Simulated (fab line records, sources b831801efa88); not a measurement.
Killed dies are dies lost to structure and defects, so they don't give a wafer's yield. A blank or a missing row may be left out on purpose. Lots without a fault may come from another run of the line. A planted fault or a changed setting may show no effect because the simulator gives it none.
Which tool did it? | flow gf180mcu | 24 lots, 72 wafers sampled, at 4 steps of a route of 602

WHAT THE GAUGES READ, wafer by wafer
GF_V3_OVL_MEAS_15.
lot  | measured     | on         | V3_OVL (nm)
L074 | day 22 02:35 | overlay-01 | -11 -3 -8
L075 | day 23 00:01 | overlay-01 | 5 4 -1
L076 | day 23 02:07 | overlay-01 | -11 -8 -13
L077 | day 23 19:55 | overlay-02 | -14 -9 -12
L078 | day 24 01:35 | overlay-01 | -11 -4 2
L079 | day 24 23:43 | overlay-01 | -9 -6 -10
L080 | day 24 23:50 | overlay-02 | -4 -4 -2
L081 | day 25 02:32 | overlay-01 | -7 -8 -2
L082 | day 25 07:46 | overlay-02 | -8 -5 -4
L083 | day 25 11:32 | overlay-02 | 2 3 -2
L084 | day 25 15:11 | overlay-01 | -3 1 -1
L085 | day 26 05:08 | overlay-01 | -12 -11 -10
L086 | day 26 13:16 | overlay-01 | -11 -11 -11
L087 | day 26 19:53 | overlay-02 | -6 -2 -3
L088 | day 27 02:16 | overlay-02 | -6 -4 -5
L089 | day 27 10:34 | overlay-02 | -6 -9 -9
L090 | day 27 17:43 | overlay-01 | -6 -6 -10
L091 | day 27 22:37 | overlay-01 | 2 -3 -2
L092 | day 28 03:47 | overlay-01 | -9 -6 -8
L093 | day 28 12:23 | overlay-02 | -8 -5 4
L094 | day 28 21:52 | overlay-01 | -3 5 0
L095 | day 29 04:41 | overlay-02 | -1 -4 7
L096 | day 29 07:55 | overlay-02 | -3 -5 -4
L097 | day 29 19:14 | overlay-01 | 8 7 9

WHICH TOOL RAN EACH LOT (tool, then ch and the chambers of the sampled wafers, then the start)
lot  | GF_V1_SPUTTER_21             | GF_M3_SPUTTER_00             | GF_M3_METAL_ETCH_16
L074 | pvd_sputter-03, day 17 20:46 | pvd_sputter-01, day 20 01:08 | rie_metal-02 ch 0,1, day 21 01:34
L075 | pvd_sputter-01, day 18 18:41 | pvd_sputter-01, day 20 22:58 | rie_metal-04 ch 0,1, day 21 23:17
L076 | pvd_sputter-02, day 18 20:07 | pvd_sputter-04, day 21 00:58 | rie_metal-01 ch 0,1, day 22 01:08
L077 | pvd_sputter-01, day 19 17:26 | pvd_sputter-01, day 21 21:09 | rie_metal-04 ch 0,1, day 22 21:06
L078 | pvd_sputter-02, day 19 21:50 | pvd_sputter-04, day 22 02:07 | rie_metal-04 ch 0, day 23 01:50
L079 | pvd_sputter-02, day 20 20:55 | pvd_sputter-02, day 23 00:50 | rie_metal-04 ch 0, day 24 00:09
L080 | pvd_sputter-02, day 20 21:59 | pvd_sputter-01, day 23 01:08 | rie_metal-02 ch 0,1, day 24 00:30
L081 | pvd_sputter-03, day 21 01:53 | pvd_sputter-04, day 23 04:18 | rie_metal-04 ch 0, day 24 02:38
L082 | pvd_sputter-01, day 21 06:25 | pvd_sputter-02, day 23 09:36 | rie_metal-04 ch 0, day 24 08:12
L083 | pvd_sputter-02, day 21 12:22 | pvd_sputter-04, day 23 15:13 | rie_metal-01 ch 0,1, day 24 13:14
L084 | pvd_sputter-02, day 21 16:10 | pvd_sputter-02, day 23 18:31 | rie_metal-04 ch 0, day 24 16:56
L085 | pvd_sputter-01, day 22 06:22 | pvd_sputter-01, day 24 08:31 | rie_metal-01 ch 0,1, day 25 06:22
L086 | pvd_sputter-02, day 22 16:28 | pvd_sputter-02, day 24 17:07 | rie_metal-02 ch 0,1, day 25 14:47
L087 | pvd_sputter-02, day 22 23:11 | pvd_sputter-02, day 25 00:18 | rie_metal-02 ch 0,1, day 25 21:47
L088 | pvd_sputter-02, day 23 06:26 | pvd_sputter-04, day 25 06:34 | rie_metal-04 ch 0,1, day 26 03:59
L089 | pvd_sputter-01, day 23 15:11 | pvd_sputter-01, day 25 15:16 | rie_metal-01 ch 0, day 26 12:46
L090 | pvd_sputter-02, day 23 23:58 | pvd_sputter-02, day 25 23:56 | rie_metal-04 ch 1, day 26 20:56
L091 | pvd_sputter-03, day 24 05:22 | pvd_sputter-02, day 26 04:15 | rie_metal-04 ch 1, day 27 01:13
L092 | pvd_sputter-02, day 24 11:36 | pvd_sputter-04, day 26 10:45 | rie_metal-04 ch 1, day 27 07:02
L093 | pvd_sputter-02, day 24 21:42 | pvd_sputter-01, day 26 19:56 | rie_metal-04 ch 0,1, day 27 15:45
L094 | pvd_sputter-02, day 25 07:28 | pvd_sputter-01, day 27 05:05 | rie_metal-02 ch 0,1, day 28 01:17
L095 | pvd_sputter-01, day 25 13:16 | pvd_sputter-01, day 27 11:02 | rie_metal-01 ch 0,1, day 28 07:03
L096 | pvd_sputter-03, day 25 19:03 | pvd_sputter-01, day 27 15:37 | rie_metal-01 ch 0,1, day 28 11:23
L097 | pvd_sputter-01, day 26 05:59 | pvd_sputter-02, day 28 03:07 | rie_metal-01 ch 0,1, day 28 22:51
- GF_V1_SPUTTER_21: material Ti, target thk 15 nm, time 80.02 s.
- GF_M3_SPUTTER_00: material Ti, target thk 37.5 nm, time 150 s.
- GF_M3_METAL_ETCH_16: etches the open film in Cl2/BCl3, stops on SiO2, target depth 627.5 nm, time 104.6 s.

WHAT THE TOOLS THEMSELVES READ (means of the sampled wafers that have a number; where no wafer has one, the mark that the record gives instead)
GF_V1_SPUTTER_21.
lot  | tool           | throttle_valve_pct (%)
L074 | pvd_sputter-03 | 29.3
L075 | pvd_sputter-01 | 30.2
L076 | pvd_sputter-02 | 29.7
L077 | pvd_sputter-01 | 30.1
L078 | pvd_sputter-02 | 29.2
L079 | pvd_sputter-02 | 29.9
L080 | pvd_sputter-02 | 30.1
L081 | pvd_sputter-03 | 29.7
L082 | pvd_sputter-01 | 29.5
L083 | pvd_sputter-02 | 29.4
L084 | pvd_sputter-02 | 29.5
L085 | pvd_sputter-01 | 29.4
L086 | pvd_sputter-02 | 29.6
L087 | pvd_sputter-02 | 28.9
L088 | pvd_sputter-02 | 29.4
L089 | pvd_sputter-01 | 30.1
L090 | pvd_sputter-02 | 30.4
L091 | pvd_sputter-03 | 29.2
L092 | pvd_sputter-02 | 30.1
L093 | pvd_sputter-02 | 29.4
L094 | pvd_sputter-02 | 29.4
L095 | pvd_sputter-01 | 29.3
L096 | pvd_sputter-03 | 29.2
L097 | pvd_sputter-01 | 30.2

GF_M3_SPUTTER_00.
lot  | tool           | throttle_valve_pct (%)
L074 | pvd_sputter-01 | 29.9
L075 | pvd_sputter-01 | 29.8
L076 | pvd_sputter-04 | 30.4
L077 | pvd_sputter-01 | 30.1
L078 | pvd_sputter-04 | 30.6
L079 | pvd_sputter-02 | 30.1
L080 | pvd_sputter-01 | 30.1
L081 | pvd_sputter-04 | 30.2
L082 | pvd_sputter-02 | 29.0
L083 | pvd_sputter-04 | 30.4
L084 | pvd_sputter-02 | 29.6
L085 | pvd_sputter-01 | 29.2
L086 | pvd_sputter-02 | 28.9
L087 | pvd_sputter-02 | 29.8
L088 | pvd_sputter-04 | 30.2
L089 | pvd_sputter-01 | 30.1
L090 | pvd_sputter-02 | 29.1
L091 | pvd_sputter-02 | 29.9
L092 | pvd_sputter-04 | 29.7
L093 | pvd_sputter-01 | 30.1
L094 | pvd_sputter-01 | 30.0
L095 | pvd_sputter-01 | 30.2
L096 | pvd_sputter-01 | 30.4
L097 | pvd_sputter-02 | 29.9

GF_M3_METAL_ETCH_16.
lot  | tool         | drypump_motor_current_A (A) | he_backside_leak_sccm (sccm) | oes_product_au (a.u.) | throttle_valve_pct (%)
L074 | rie_metal-02 | 6.2                         | 3.21                         | 0.975                 | 28.233
L075 | rie_metal-04 | 6.0                         | 3.41                         | 0.975                 | 28.247
L076 | rie_metal-01 | 5.8                         | 3.43                         | 0.972                 | 28.259
L077 | rie_metal-04 | 6.0                         | 3.58                         | 0.977                 | 28.257
L078 | rie_metal-04 | 6.3                         | 3.38                         | 0.972                 | 28.247
L079 | rie_metal-04 | 6.3                         | 3.36                         | 0.968                 | 28.251
L080 | rie_metal-02 | 6.3                         | 3.43                         | 0.976                 | 28.243
L081 | rie_metal-04 | 6.3                         | 3.37                         | 0.974                 | 28.254
L082 | rie_metal-04 | 6.3                         | 3.38                         | 0.973                 | 28.252
L083 | rie_metal-01 | 5.9                         | 3.49                         | 0.972                 | 28.257
L084 | rie_metal-04 | 6.3                         | 3.35                         | 0.973                 | 28.242
L085 | rie_metal-01 | 5.8                         | 3.54                         | 0.973                 | 28.243
L086 | rie_metal-02 | 6.3                         | 3.31                         | 0.971                 | 28.253
L087 | rie_metal-02 | 6.2                         | 3.30                         | 0.970                 | 28.251
L088 | rie_metal-04 | 5.7                         | 3.33                         | 0.970                 | 28.244
L089 | rie_metal-01 | 5.7                         | 3.61                         | 0.979                 | 28.247
L090 | rie_metal-04 | 5.5                         | 3.20                         | 0.968                 | 28.253
L091 | rie_metal-04 | 5.4                         | 3.21                         | 0.969                 | 28.257
L092 | rie_metal-04 | 5.5                         | 3.34                         | 0.972                 | 28.253
L093 | rie_metal-04 | 6.0                         | 3.40                         | 0.975                 | 28.252
L094 | rie_metal-02 | 6.2                         | 3.13                         | 0.976                 | 28.239
L095 | rie_metal-01 | 5.8                         | 3.56                         | 0.975                 | 28.245
L096 | rie_metal-01 | 5.8                         | 3.55                         | 0.971                 | 28.246
L097 | rie_metal-01 | 5.8                         | 3.61                         | 0.975                 | 28.235

THE ANSWER, worked out from the rows above alone
Rule: what is usual is taken from the lots themselves. Put in order of their means at a reading, lots are off if they are a third of the lots or fewer, leave a main group of 4 or more, and stand apart from it by a gap of 3 or more times the standard deviation of the main group's means; of several such gaps the widest counts. A main group whose means are all the same, to the digits that the tables above print for the reading, isn't used. A lot without any number at a reading at which 4 lots or more have one is off too. The other lots that the step has rows for count as sound. The gauges are gone through in route order, then the tools' own readings, and for those a lot's mean is taken as printed above. The first step at which some lot is off is used, and at that step the reading that is off furthest; a lot without a number counts as furthest.
No lot is off at any reading shown: from this, nothing can be told.

WHAT THE SIMULATOR HAD PUT IN
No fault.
